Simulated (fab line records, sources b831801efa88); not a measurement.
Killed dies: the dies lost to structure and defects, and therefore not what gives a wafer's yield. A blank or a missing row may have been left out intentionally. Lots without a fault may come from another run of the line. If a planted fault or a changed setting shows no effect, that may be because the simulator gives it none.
Comparing a struck lot with a sound one :: flow sky130 :: 36 steps out of a route of 708
Sound: the wafers L718.4, L718.5, L718.6. The struck wafers were L733.1, L733.2, L733.5. The cause is given at the end.
At each step with rows: each side's tool, then ch and its chambers, then its first start. Under that, the readings that differ: sound wafers :: struck wafers :: difference of the means :: sigmas: that difference in standard deviations of wafers without a fault.
alike: readings with means less than 2 such deviations apart, plus words and numbers identical on both sides. not compared: withheld readings, readings lacking a value on some wafer, bounds such as >300 that could conceal the same value, and numbers that have no deviation in the record and whose values overlap.
A row with sigmas, a row that says differs or no value, or rows on one side alone: a step with any of these is where the two part. Numbers that have no deviation but don't overlap get no sigmas and don't part them. A reading missing from all wafers of one side parts the sides only when that side holds two or more wafers.

first, 10 steps without rows for these wafers: SKY_VIA3_ETCH_15 (etches SiO2 in C4F8/O2/Ar, stops on TiN, target depth 507 nm, time 78 s); SKY_VIA3_STRIP_16 (strips in O2/N2); SKY_VIA3_STRIP_17 (strips in post etch residue remover, time 1200 s); SKY_VIA3_CLEAN_18 (cleans in IPA, time 180 s); SKY_VIA3_CLEAN_19 (cleans in O3/DIW); SKY_VIA3_SPUTTER_20 (material TiN, target thk 20 nm, time 80 s); SKY_VIA3_CVD_21 (deposits W, target thk 390 nm, time 117.31 s); SKY_VIA3_CMP_24 (polishes, stops on SiO2, t overpolish 20 s, target thk 0 nm); SKY_METAL4_SPUTTER_00 (material Ti, target thk 15 nm, time 10 s); SKY_METAL4_SPUTTER_01 (material TiN, target thk 20 nm, time 16.7 s).
SKY_METAL4_SPUTTER_02: material AlCu, target thk 735 nm, time 39.1 s.
  sound: pvd sputter-04 at day 41 01:49; struck: pvd sputter-03 at day 45 05:17
  alike: throttle valve pct
then, 24 steps without rows for these wafers: SKY_METAL4_SPUTTER_03 (material Ti, target thk 5 nm, time 3.3 s); SKY_METAL4_SPUTTER_04 (material TiN, target thk 70 nm, time 58.3 s); SKY_CAP2M_CVD_00 (deposits SiO2, target thk 15.5 nm); SKY_CAP2M_SPUTTER_02 (material TiN, target thk 200 nm, time 166.7 s); SKY_CAP2M_DEHYDRATE_05 (time 60 s); SKY_CAP2M_HMDS_06 (prime time 60 s); SKY_CAP2M_COAT_07 (resist thk 1140 nm); SKY_CAP2M_SOFTBAKE_08 (time 60 s); SKY_CAP2M_EXPOSE_09 (exposes mask CAP2M, target cd 1000 nm); SKY_CAP2M_PEB_10; SKY_CAP2M_DEVELOP_11 (develop time 60 s); SKY_CAP2M_METAL_ETCH_13 (etches TiN in Cl2/BCl3, stops on SiO2, target depth 220 nm, time 62.9 s); SKY_CAP2M_STRIP_14 (strips in O2/N2); SKY_CAP2M_STRIP_15 (strips in post etch residue remover, time 1200 s); SKY_CAP2M_CLEAN_16 (cleans in IPA, time 180 s); SKY_CAP2M_CLEAN_17 (cleans in O3/DIW); SKY_METAL4_DEHYDRATE_05 (time 60 s); SKY_METAL4_HMDS_06 (prime time 60 s); SKY_METAL4_COAT_07 (resist thk 60 nm); SKY_METAL4_COAT_08 (resist thk 1140 nm); SKY_METAL4_SOFTBAKE_09 (time 90 s); SKY_METAL4_EXPOSE_10 (exposes mask MM4, target cd 300 nm); SKY_METAL4_PEB_11; SKY_METAL4_DEVELOP_12 (develop time 60 s).
-- the record jumps here: 5 days lie between the struck wafers' starts before and after (it left off in module METAL4 and takes up again in module PAD_OPEN, whose first step shown is number 708 of the route) --
SKY_PAD_OPEN_PROBE_99:
  sound: prober-02 at day 46 20:41; struck: prober-01 at day 50 06:49
reading: defect limited yield (%)
sound: 80.9 81.1 83.9
struck: 73.0 74.4 75.8
difference: -7.6
sigmas: -4

reading: killed_at_M4_up
sound: 6 2 2
struck: 54 52 52
difference: +49
sigmas: +27

reading: killed dies
sound: 94 93 79
struck: 133 126 119
difference: +37
sigmas: +4

reading: sort_bin_3_pad_short (%)
sound: 2.0 1.0 0.8
struck: 4.1 2.2 2.0
difference: +1.5
sigmas: +4

reading: sort_bin_5_function (%)
sound: 10.6 11.4 8.5
struck: 17.1 16.5 16.5
difference: +6.5
sigmas: +4

reading: sort n pass
sound: 398 399 413
struck: 359 366 373
difference: -37
sigmas: -4

reading: sort yield pct (%)
sound: 80.9 81.1 83.9
struck: 73.0 74.4 75.8
difference: -7.6
sigmas: -4

reading: model.etest.tester.sort n pass
sound: 398 399 413
struck: 359 366 373
difference: -37
sigmas: 

reading: model.etest.tester.sort yield pct (%)
sound: 80.89 81.1 83.94
struck: 72.97 74.39 75.81
difference: -7.59
sigmas: 

reading: model.etest.tester.sort_bin_5_pct (%)
sound: 10.57 11.38 8.537
struck: 17.07 16.46 16.46
difference: +6.50
sigmas: 
  alike: killed_at_M0_to_M3, killed at contacts, killed at front end, killed at other, killed open, killed short, sort_bin_6_memory
  not compared: model.etest.tester.sort_bin_3_pct

## WHERE THEY PART
SKY_PAD_OPEN_PROBE_99 only, going by this record.

WHY: the cause the simulator had injected
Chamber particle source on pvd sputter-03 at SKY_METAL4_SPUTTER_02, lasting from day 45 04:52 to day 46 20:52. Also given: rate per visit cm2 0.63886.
